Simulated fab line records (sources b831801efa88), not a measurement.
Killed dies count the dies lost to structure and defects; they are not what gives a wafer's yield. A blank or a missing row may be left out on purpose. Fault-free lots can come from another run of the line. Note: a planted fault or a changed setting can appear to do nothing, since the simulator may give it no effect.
Struck lot and sound lot, side by side || flow sky130 || 15 steps out of a route of 708
Sound: these wafers, L380.1, L380.5, L380.6. Wafers L387.1, L387.4, L387.6 were the ones struck. At the end, the cause is stated.
For every step that has rows: the tool of each side, followed by ch and its chambers, followed by its first start. Under that, the readings that differ: sound wafers || struck wafers || difference of the means || sigmas: that difference in standard deviations of wafers without a fault.
alike: same words and numbers on both sides, and readings whose means sit less than 2 such deviations apart. not compared: any withheld reading, any reading some wafer has no value for, any bound like >300 that may hide the same value, and any number with overlapping values for which the record gives no deviation.
Wherever a step has rows on one side only, a row that says differs or no value, or a row with sigmas, the two part there. Numbers that don't overlap but have no deviation are shown without sigmas and don't part them. A reading missing from all wafers of one side parts the sides only when that side holds two or more wafers.

SKY_LDD_HVP_OVL_MEAS_07:
  sound: overlay-01 at day 25 04:53; struck: overlay-02 at day 27 17:01
  alike: LDD_HVP_OVL
following that, these wafers have no rows for 1 step: SKY_LDD_HVP_IMPLANT_08.
SKY_LDD_HVP_STRIP_09: strips in O2/N2.
  sound on plasma-asher-02 ch 0,1, day 25 05:04; struck on plasma-asher-02 ch 0,1, day 27 17:13
  alike: drypump-motor-current-A, oes-product-au, strip-time-to-endpoint-s
  not compared: rf-hours-counter-h
SKY_LDD_HVP_TW_MEAS_10:
  sound: film-metro-04 at day 25 05:10; struck: film-metro-04 at day 27 17:19
  alike: LDD_HVP_TW
then, 7 steps without rows for these wafers: SKY_LDD_LDN_DEHYDRATE_00 (time 60 s); SKY_LDD_LDN_HMDS_01 (prime time 60 s); SKY_LDD_LDN_COAT_02 (resist thk 1140 nm); SKY_LDD_LDN_SOFTBAKE_03 (time 60 s); SKY_LDD_LDN_EXPOSE_04 (exposes mask LDNTM, target cd 700 nm); SKY_LDD_LDN_PEB_05; SKY_LDD_LDN_DEVELOP_06 (develop time 60 s).
SKY_LDD_LDN_OVL_MEAS_07:
  sound: overlay-02 at day 26 10:10; struck: overlay-02 at day 28 21:19
  alike: LDD_LDN_OVL
SKY_LDD_LDN_IMPLANT_08:
  sound on implanter-01 ch 0, day 26 10:13; struck on implanter-01 ch 0, day 28 21:22
{"reading": "dose-ions-cm2", "sound": "1.2513e+13 1.2492e+13 1.2491e+13", "struck": "1.0396e+13 1.0404e+13 1.0405e+13", "difference": -2.0970e+12, "sigmas": "-99 or more"}
{"reading": "faraday-current-uA", "sound": "70.8 70.3 70.2", "struck": "58.6 59.4 59.5", "difference": -11.3, "sigmas": -9}
following that, these wafers have no rows for 1 step: SKY_LDD_LDN_IMPLANT_09.
-- the record jumps here: 21 days lie between the struck wafers' starts before and after (it left off in module LDD_LDN and takes up again in module PAD_OPEN, whose first step shown is number 708 of the route) --
SKY_PAD_OPEN_PROBE_99:
  sound: prober-02 at day 48 02:48; struck: prober-01 at day 49 22:53
  alike: killed_at_M0_to_M3, killed_at_M4_up, killed-at-contacts, killed-at-front-end, killed-at-other, killed-dies, killed-on-rim, killed-open, killed-short

== WHERE THEY PART ==
At SKY_LDD_LDN_IMPLANT_08 and nowhere else, as far as this record goes. Later steps at which nothing parts them and some readings are alike: SKY_PAD_OPEN_PROBE_99.

WHY: whatever the simulator had introduced
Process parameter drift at SKY_LDD_LDN_IMPLANT_08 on implanter-01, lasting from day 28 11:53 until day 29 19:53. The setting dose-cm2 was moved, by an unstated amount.
